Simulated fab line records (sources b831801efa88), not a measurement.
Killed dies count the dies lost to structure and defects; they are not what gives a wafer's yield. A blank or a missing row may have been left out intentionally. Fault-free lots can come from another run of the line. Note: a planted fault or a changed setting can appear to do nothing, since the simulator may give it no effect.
Which tool is to blame? | flow sky130 | 36 wafers from 12 lots sampled at 2 of the route's 708 steps

WHAT EACH GAUGE READ, for each wafer
SKY_VIA1_OVL_MEAS_13.
lot  | measured     | on         | VIA1_OVL (nm)
L679 | day 33 23:13 | overlay-02 | 3 1 -2
L681 | day 34 22:34 | overlay-01 | -3 5 1
L686 | day 36 03:24 | overlay-02 | 2 0 -1
L688 | day 36 15:45 | overlay-02 | -3 -4 10
L689 | day 37 01:19 | overlay-02 | 4 8 -3
L690 | day 37 09:49 | overlay-01 | 9 1 7
L691 | day 37 12:11 | overlay-01 | 3 1 -2
L695 | day 39 03:33 | overlay-01 | 2 4 0
L699 | day 40 01:56 | overlay-02 | -2 -7 -7
L700 | day 40 11:25 | overlay-01 | -5 -1 -7
L701 | day 40 13:16 | overlay-01 | -2 4 3
L702 | day 40 23:21 | overlay-01 | -1 5 -3

TOOL THAT RAN EACH LOT (tool first, then ch and the chambers of the sampled wafers, then the start)
lot  | SKY_METAL1_SPUTTER_03
L679 | pvd-sputter-01, day 31 16:05
L681 | pvd-sputter-02, day 32 15:59
L686 | pvd-sputter-01, day 33 20:50
L688 | pvd-sputter-04, day 34 09:23
L689 | pvd-sputter-04, day 34 19:25
L690 | pvd-sputter-04, day 35 02:53
L691 | pvd-sputter-02, day 35 07:02
L695 | pvd-sputter-01, day 36 22:02
L699 | pvd-sputter-04, day 37 22:20
L700 | pvd-sputter-02, day 38 07:59
L701 | pvd-sputter-04, day 38 09:37
L702 | pvd-sputter-01, day 38 20:16
- SKY_METAL1_SPUTTER_03: material Ti, target thk 5 nm, time 3.3 s.

WHAT THE TOOLS THEMSELVES READ (means of the sampled wafers that have a number; where no wafer has one, the mark that the record gives instead)
SKY_METAL1_SPUTTER_03.
lot  | tool           | chamber-pressure-pa (Pa) | throttle-valve-pct (%)
L679 | pvd-sputter-01 | 0.3993                   | 30.0
L681 | pvd-sputter-02 | 0.3995                   | 29.1
L686 | pvd-sputter-01 | 0.4003                   | 30.6
L688 | pvd-sputter-04 | 0.3998                   | 29.5
L689 | pvd-sputter-04 | 0.3997                   | 31.5
L690 | pvd-sputter-04 | 0.4004                   | 30.6
L691 | pvd-sputter-02 | 0.3992                   | 29.6
L695 | pvd-sputter-01 | 0.4004                   | 30.4
L699 | pvd-sputter-04 | 0.4000                   | 30.1
L700 | pvd-sputter-02 | 0.4005                   | 30.6
L701 | pvd-sputter-04 | 0.3997                   | 30.2
L702 | pvd-sputter-01 | 0.4002                   | 30.7

THE ANSWER, worked out from the rows above alone
Rule: usual is defined by the lots themselves. The widest of any qualifying gaps counts: lots, ordered by their means at a reading, are off when they make up no more than a third of the lots, leave a main group of 4 or more, and stand apart from it by 3 or more times the standard deviation of that group's means. A main group is skipped when, at the precision printed for the reading in the tables above, its means are all equal. Also off: a lot with no number at a reading for which 4 or more lots have one. Any other lot the step has rows for is counted as sound. After the gauges, taken in route order, come the tools' own readings; for these a lot's mean is taken, as printed above. The first step at which some lot is off is used, and at that step the reading that is off furthest; a lot without a number counts as furthest.
No lot is off at any reading shown: from this, nothing can be told.

WHAT THE SIMULATOR HAD INSERTED
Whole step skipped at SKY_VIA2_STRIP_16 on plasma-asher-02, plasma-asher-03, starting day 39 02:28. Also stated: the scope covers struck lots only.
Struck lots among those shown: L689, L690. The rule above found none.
